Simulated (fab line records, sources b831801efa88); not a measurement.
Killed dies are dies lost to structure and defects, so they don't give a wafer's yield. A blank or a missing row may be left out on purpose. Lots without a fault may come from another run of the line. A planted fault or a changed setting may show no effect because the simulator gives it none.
One fault seen from 2 desks | flow gf180mcu | each desk has only its own numbers; what lay behind them comes last

THE METROLOGY DESK
What the gauges read, lot by lot, whatever tool the lot ran on: means of the sampled wafers that have a number. A lot is out of limits, marked OUT, if its mean lies more than 4 standard deviations from the usual mean; the brackets give that distance.
Columns: A = V1_BOW at GF_V1_BOW_MEAS_05, usual 83 um; B = cd_nm at GF_V1_CD_MEAS_14, usual 260.0 nm
lot  | first seen here | A  | B
L957 | day 17 12:23    | 82 | 261.4
L959 | day 17 23:13    | 75 | 259.6
L960 | day 18 03:11    | 77 | 260.8
L958 | day 18 05:13    | 80 | 258.8
L961 | day 18 22:39    | 82 | 258.5
L962 | day 19 02:40    | 99 | 259.5
L963 | day 19 20:02    | 79 | 259.9
L966 | day 20 13:07    | 81 | 257.6
L967 | day 21 03:30    | 83 | 258.8
L970 | day 22 06:31    | 82 | 260.3
L973 | day 23 05:51    | 81 | 261.7
L978 | day 24 14:08    | 79 | 261.0
L979 | day 24 21:16    | 91 | 258.3
This desk's finding: nothing out of limits on any of the 13 lots.

THE TOOL OWNER'S DESK: wet_bench-01
The tool's own readings at GF_STI_WET_ETCH_17 (etches Si3N4 in H3PO4, target depth 45 nm, time 514 s): means of the sampled wafers that have a number, for each lot that ran on this tool. A lot is out of limits, marked OUT, if its mean lies more than 4 standard deviations from the usual mean; the brackets give that distance.
Columns: A = bath_guard_temp_C at GF_STI_WET_ETCH_17, usual 159.9 C; B = temp_c at GF_STI_WET_ETCH_17, usual 159.97 C
lot  | first seen here | A                | B
L957 | day 2 01:49     | 159.9            | 159.94
L958 | day 2 13:04     | 159.5            | 160.10
L960 | day 2 19:49     | 160.0            | 160.07
L963 | day 3 14:01     | 159.7            | 159.99
L966 | day 3 23:25     | 162.7 (+5.3) OUT | 161.35 (+9.2) OUT
L970 | day 4 20:43     | 160.8            | 161.12 (+7.7) OUT
This desk's finding: out of limits on L966, L970; first on L966, day 3 23:25 (bath_guard_temp_C at GF_STI_WET_ETCH_17). In limits: L957, L958, L960, L963.

PUT TOGETHER
The tool owner's desk could have raised an alarm at day 3 23:25, on L966, L970.
The metrology desk saw nothing out of limits.
The metrology desk has L966, L970 on record, within its limits.
Of the lots named, all ran GF_STI_WET_ETCH_17 on wet_bench-01.

WHAT THE SIMULATOR HAD PUT IN
Process parameter drift: wet_bench-01, from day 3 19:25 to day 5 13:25, at GF_STI_WET_ETCH_17. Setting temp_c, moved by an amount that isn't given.
Lots struck among those shown: L966, L970.
Hours from the fault's start to each desk's first reading out of limits: the tool owner's desk, 4.
